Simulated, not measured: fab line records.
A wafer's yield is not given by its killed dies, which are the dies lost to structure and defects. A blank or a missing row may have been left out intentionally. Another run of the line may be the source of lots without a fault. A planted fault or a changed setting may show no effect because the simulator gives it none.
fab line records ; flow gf180mcu
[record] lots = 6; wafers = 18; last_day = 34
route steps=602 shown V4@481
lots that met no fault: from a run of the same line without faults
start_h: the number of hours between the record's first day and the start of the first shown wafer of the lot ; wait_h: hours from the lot's prior step to this one ; " unchanged from the row above ; L1.1+2: a row that stands for several wafers ; - no value, or no start given ; * or withheld: withheld ; < > ~ a bound
route shown NAME@n: names a module that has steps shown in the file, with the first one's number in the route ; usual: mean/standard deviation taken from wafers without a fault ; same: alike in all rows ; chamber/n: place in a boat ; sites: each site's reading ; _std_site: standard deviation across them ; _edge_site: the outer-site mean with the inner-site mean subtracted ; radius_mm: for every site, how far away it sits from the centre of the wafer ; mask NAME#n: copy n ; behind: the tool/chamber that last shaped the wafer ; hold: why the lot went on hold/how many hours it stayed there/how the hold came to an end ; device: names the non-switching transistor (n, p or np) ; end of line: at the end of the route, the tests of the same wafers ; a step given without rows: its recipe and nothing more ; killed: dies that structure and defects cost at the first sort, which is not the same as the wafer's yield ; map: dies across one wafer; x = killed, . = not, _ = none there
set.NAME: the setting as run; set.NAME@STEP: as run at that earlier step ; model.NAME: the simulator's own value behind a step, which no gauge read
a table for each step, a row for each wafer; lots at some steps of the route
services: when a tool's chamber went out of use (start_h, in hours from the record's first day, below 0 if earlier), for how many hours, and the reason
[[steps]]
[step GF_V4_BOW_MEAS_05]
[recipe] mode = bow
[usual] V4_BOW = 131/9.3
lot.wafer;tool;chamber;start_h;wait_h;V4_BOW[um]
L991.2;film_metro-02;-;618.61;0.2;143
L991.3;film_metro-02;-;618.61;0.2;145
L991.6;film_metro-02;-;618.61;0.2;149
L992.2;film_metro-04;-;647.31;0.3;135
L992.5;film_metro-04;-;647.31;0.3;135
L992.6;film_metro-04;-;647.31;0.3;119
L994.2;film_metro-04;-;649.51;0.3;129
L994.4;film_metro-04;-;649.51;0.3;134
L994.6;film_metro-04;-;649.51;0.3;127
L995.2;film_metro-01;-;654.28;0.3;129
L995.5;film_metro-01;-;654.28;0.3;134
L995.6;film_metro-01;-;654.28;0.3;129
L996.2;film_metro-01;-;661.36;0.3;128
L996.4;film_metro-01;-;661.36;0.3;136
L996.5;film_metro-01;-;661.36;0.3;125
L105.4;film_metro-02;-;713.00;0.3;141
L105.5;film_metro-02;-;713.00;0.3;129
L105.6;film_metro-02;-;713.00;0.3;134
[step GF_V4_DEHYDRATE_06]
[recipe] temp_c = 200; time_s = 60
[step GF_V4_HMDS_07]
[recipe] prime_time_s = 60; prime_temp_c = 120
[step GF_V4_COAT_08]
[recipe] resist = BARC; temp_c = withheld; time_s = withheld; spin_rpm = withheld; resist_thk_nm = withheld
[step GF_V4_COAT_09]
[recipe] resist = KrF; spin_rpm = withheld; resist_thk_nm = 1000
[step GF_V4_SOFTBAKE_10]
[recipe] temp_c = 130; time_s = 60; resist = KrF
[step GF_V4_EXPOSE_11]
[recipe] mask_id = Via4; target_cd_nm = 260; na = 0.68; source_shape = conventional; sigma_outer = 0.6; dose_mj = 38
[step GF_V4_PEB_12]
[recipe] peb_temp_c = 133.7; peb_time_s = 90; resist = KrF
[step GF_V4_DEVELOP_13]
[recipe] develop_time_s = 60; resist = KrF; dev_temp_c = 21
[step GF_V4_CD_MEAS_14]
[recipe] target_cd_nm = 260
[usual] cd_nm = 259.9/1.2
lot.wafer;tool;chamber;start_h;wait_h;cd_nm
L991.2;cd_sem-02;-;638.96;0.1;257.8
L991.3;cd_sem-02;-;638.96;0.1;258.6
L991.6;cd_sem-02;-;638.96;0.1;257.7
L992.2;cd_sem-02;-;667.16;0.1;260.8
L992.5;cd_sem-02;-;667.16;0.1;259.3
L992.6;cd_sem-02;-;667.16;0.1;261.0
L994.2;cd_sem-01;-;669.19;0.1;258.9
L994.4;cd_sem-01;-;669.19;0.1;259.1
L994.6;cd_sem-01;-;669.19;0.1;260.9
L995.2;cd_sem-02;-;674.11;0.1;259.5
L995.5;cd_sem-02;-;674.11;0.1;259.0
L995.6;cd_sem-02;-;674.11;0.1;258.9
L996.2;cd_sem-02;-;680.44;0.1;259.5
L996.4;cd_sem-02;-;680.44;0.1;260.1
L996.5;cd_sem-02;-;680.44;0.1;259.9
L105.4;cd_sem-02;-;731.14;0.1;261.7
L105.5;cd_sem-02;-;731.14;0.1;259.8
L105.6;cd_sem-02;-;731.14;0.1;258.0
[step GF_V4_OVL_MEAS_15]
[usual] V4_OVL = -7/5.3
lot.wafer;tool;chamber;start_h;wait_h;V4_OVL[nm]
L991.2;overlay-01;-;639.06;0.1;3
L991.3;overlay-01;-;639.06;0.1;5
L991.6;overlay-01;-;639.06;0.1;3
L992.2;overlay-02;-;667.26;0.1;-15
L992.5;overlay-02;-;667.26;0.1;-10
L992.6;overlay-02;-;667.26;0.1;-8
L994.2;overlay-02;-;669.29;0.1;-11
L994.4;overlay-02;-;669.29;0.1;-10
L994.6;overlay-02;-;669.29;0.1;-14
L995.2;overlay-01;-;674.21;0.1;4
L995.5;overlay-01;-;674.21;0.1;-5
L995.6;overlay-01;-;674.21;0.1;-1
L996.2;overlay-01;-;680.54;0.1;-5
L996.4;overlay-01;-;680.54;0.1;1
L996.5;overlay-01;-;680.54;0.1;-3
L105.4;overlay-02;-;731.22;0.1;0
L105.5;overlay-02;-;731.22;0.1;-4
L105.6;overlay-02;-;731.22;0.1;-9
[step GF_V4_ETCH_16]
[recipe] chemistry = N2/H2; target_depth_a = withheld; overetch_a = withheld; time_s = withheld; target = BARC; ion_energy_ev = 200; source_w = 500; bias_w = 100; pressure_mtorr = 30; n2_flow_sccm = 100; h2_flow_sccm = 200
[usual] bias_w = 100.0/0.32; chamber_pressure_mTorr = 29.999/0.027; drypump_motor_current_A = 5.7/0.48; n2_flow_sccm = 100.0/0.32; oes_product_au = 0.855/0.0047; throttle_valve_pct = 13.225/0.0096
lot.wafer;tool;chamber;start_h;wait_h;bias_w;chamber_pressure_mTorr;drypump_motor_current_A;n2_flow_sccm;oes_product_au;throttle_valve_pct
L991.2;rie_diel-04;1;639.09;0.0;99.7;29.948;6.1;99.7;0.863;13.232
L991.3;rie_diel-04;0;639.09;0.0;99.9;30.045;6.1;99.7;0.862;13.232
L991.6;rie_diel-04;3;639.09;0.0;100.2;30.040;5.3;99.5;0.853;13.244
L992.2;rie_diel-02;2;667.29;0.0;99.8;30.008;4.9;100.4;0.853;13.227
L992.5;rie_diel-02;1;667.29;0.0;99.9;30.028;5.6;100.4;0.856;13.219
L992.6;rie_diel-02;0;667.29;0.0;100.2;29.983;5.9;99.7;0.860;13.236
L994.2;rie_diel-03;2;669.32;0.0;99.6;29.983;5.2;100.1;0.850;13.228
L994.4;rie_diel-03;1;669.32;0.0;99.7;30.002;5.8;99.7;0.862;13.213
L994.6;rie_diel-03;0;669.32;0.0;99.6;30.000;5.9;100.3;0.862;13.216
L995.2;rie_diel-04;1;674.24;0.0;100.4;29.957;6.1;100.1;0.858;13.227
L995.5;rie_diel-04;2;674.24;0.0;100.4;30.005;4.9;100.1;0.848;13.224
L995.6;rie_diel-04;3;674.24;0.0;99.6;30.070;5.3;99.9;0.858;13.220
L996.2;rie_diel-03;0;680.57;0.0;100.3;29.941;5.9;100.2;0.857;13.226
L996.4;rie_diel-03;3;680.57;0.0;99.9;30.022;6.6;99.8;0.849;13.220
L996.5;rie_diel-03;3;680.57;0.0;100.0;29.980;6.6;100.2;0.852;13.223
L105.4;rie_diel-02;3;731.24;0.0;100.3;29.992;5.5;100.2;0.850;13.214
L105.5;rie_diel-02;3;731.24;0.0;100.0;29.984;5.5;100.0;0.858;13.225
L105.6;rie_diel-02;0;731.24;0.0;99.9;29.994;5.9;99.5;0.857;13.239
[step GF_V4_ETCH_17]
[recipe] chemistry = C4F8/O2/Ar; mask_material = KrF; target = SiO2; stop_on = TiN; source_w = 1500; bias_w = 1200; pressure_mtorr = 40; c4f8_flow_sccm = withheld; O2_flow_sccm = 6; Ar_flow_sccm = 300; time_s = withheld; target_depth_a = 6300
[usual] bias_w = 1200/4; chamber_pressure_mTorr = 40.00/0.04; oes_product_au = 0.855/0.0047
lot.wafer;tool;chamber;start_h;wait_h;bias_w;chamber_pressure_mTorr;oes_product_au
L991.2;rie_diel-04;1;639;-;1197;40.01;0.864
L991.3;rie_diel-04;0;639;-;1204;40.01;0.859
L991.6;rie_diel-04;3;639;-;1196;39.98;0.860
L992.2;rie_diel-02;2;667;-;1203;40.02;0.850
L992.5;rie_diel-02;1;667;-;1195;39.95;0.851
L992.6;rie_diel-02;0;667;-;1193;39.97;0.856
L994.2;rie_diel-03;2;669;-;-;-;-
L994.4;rie_diel-03;1;669;-;-;-;-
L994.6;rie_diel-03;0;669;-;-;-;-
L995.2;rie_diel-04;1;674;-;-;-;-
L995.5;rie_diel-04;2;674;-;-;-;-
L995.6;rie_diel-04;3;674;-;-;-;-
L996.2;rie_diel-03;0;680;-;1195;39.97;0.854
L996.4;rie_diel-03;3;680;-;1198;40.07;0.859
L996.5;rie_diel-03;3;680;-;1199;40.01;0.858
L105.4;rie_diel-02;3;731;-;1199;40.00;0.856
L105.5;rie_diel-02;3;731;-;1199;39.94;0.865
L105.6;rie_diel-02;0;731;-;1201;40.04;0.851
[step GF_V4_STRIP_18]
[recipe] chemistry = O2/N2; power_w = 1400; pressure_mtorr = 1500; platen_temp_c = 250; o2_flow_sccm = 3000; n2_flow_sccm = 300; overash_fraction = 0.5
[usual] drypump_motor_current_A = 5.8/0.31; heater_power_w = 319/25; n2_flow_sccm = 300.0/0.8; oes_product_au = 0.593/0.0053
lot.wafer;tool;chamber;start_h;wait_h;drypump_motor_current_A;heater_power_w;n2_flow_sccm;oes_product_au;rf_hours_counter_h
L991.2;plasma_asher-04;1;639.22;-;5.9;336;299.7;0.586;100
L991.3;plasma_asher-04;0;639.22;-;5.8;327;299.5;0.600;-
L991.6;plasma_asher-04;0;639.22;-;5.8;325;300.5;0.593;-
L992.2;plasma_asher-01;0;667.42;-;5.9;271;301.3;0.584;90
L992.5;plasma_asher-01;1;667.42;-;5.4;300;299.9;0.599;-
L992.6;plasma_asher-01;0;667.42;-;5.9;275;299.7;0.599;-
L994.2;plasma_asher-03;0;669.45;-;6.3;359;300.1;0.669;55
L994.4;plasma_asher-03;0;669.45;-;6.2;352;299.5;0.666;-
L994.6;plasma_asher-03;1;669.45;-;5.2;326;301.3;0.666;-
L995.2;plasma_asher-04;0;674.37;-;5.8;323;298.7;0.659;104
L995.5;plasma_asher-04;1;674.37;-;5.9;339;299.9;0.665;-
L995.6;plasma_asher-04;0;674.37;-;5.8;321;299.5;0.668;-
L996.2;plasma_asher-04;1;680.70;-;5.9;339;300.3;0.606;105
L996.4;plasma_asher-04;1;680.70;-;5.9;336;301.3;0.599;-
L996.5;plasma_asher-04;1;680.70;-;5.9;334;299.8;0.597;-
L105.4;plasma_asher-03;0;731.40;-;6.2;350;300.0;0.588;-
L105.5;plasma_asher-03;0;731.40;-;6.2;352;299.8;0.597;-
L105.6;plasma_asher-03;1;731.40;-;5.2;331;299.7;0.588;-
[step GF_V4_STRIP_19]
[recipe] chemistry = post_etch_residue_remover; time_s = 1200; temp_c = 72.5
[[services]]
tool;chamber;start_h;hours;kind
rie_diel-04;0;619.81;4.6;repair
rie_diel-03;-;641.77;0.4;repair
rie_diel-04;0;648.04;29.1;repair
rie_diel-04;2;649.18;3.7;repair
plasma_asher-04;-;684.16;1.7;repair
rie_diel-02;1;689.73;-;clean
rie_diel-02;1;689.73;18.5;scheduled_down
rie_diel-02;1;689.73;18.5;vent_cycle
rie_diel-03;3;702.88;4.5;repair
plasma_asher-04;-;731.35;0.7;repair
rie_diel-02;0;731.37;2.7;repair
[[key]]
[first_sign] step = GF_V4_ETCH_17; reading = tool_record; direction = missing
[effect] step = GF_V4_STRIP_18; reading = oes_product_au; direction = up; sigmas = 14; usual = 0.593; struck = 0.665
met_at GF_V4_ETCH_17
struck_wafers L994.2,L994.4,L994.6,L995.2,L995.5,L995.6
later_rows_left_out L994.2,L994.4,L994.6,L995.2,L995.5,L995.6
sort_left_out L994.2,L994.4,L994.6,L995.2,L995.5,L995.6
onset_between 639 669
[fault] kind = skipped_step_whole; tool = rie_diel-03,rie_diel-04; chamber = -; onset_h = 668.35; steps = GF_V4_ETCH_17; scope = struck_lots_only
// sort_left_out: the simulated sort isn't trusted on such a fault, so these wafers' sort isn't shown, and their yield isn't known
// later_rows_left_out: the simulator's readings of these wafers behind a module that went badly wrong aren't trusted and aren't shown, but for the sort
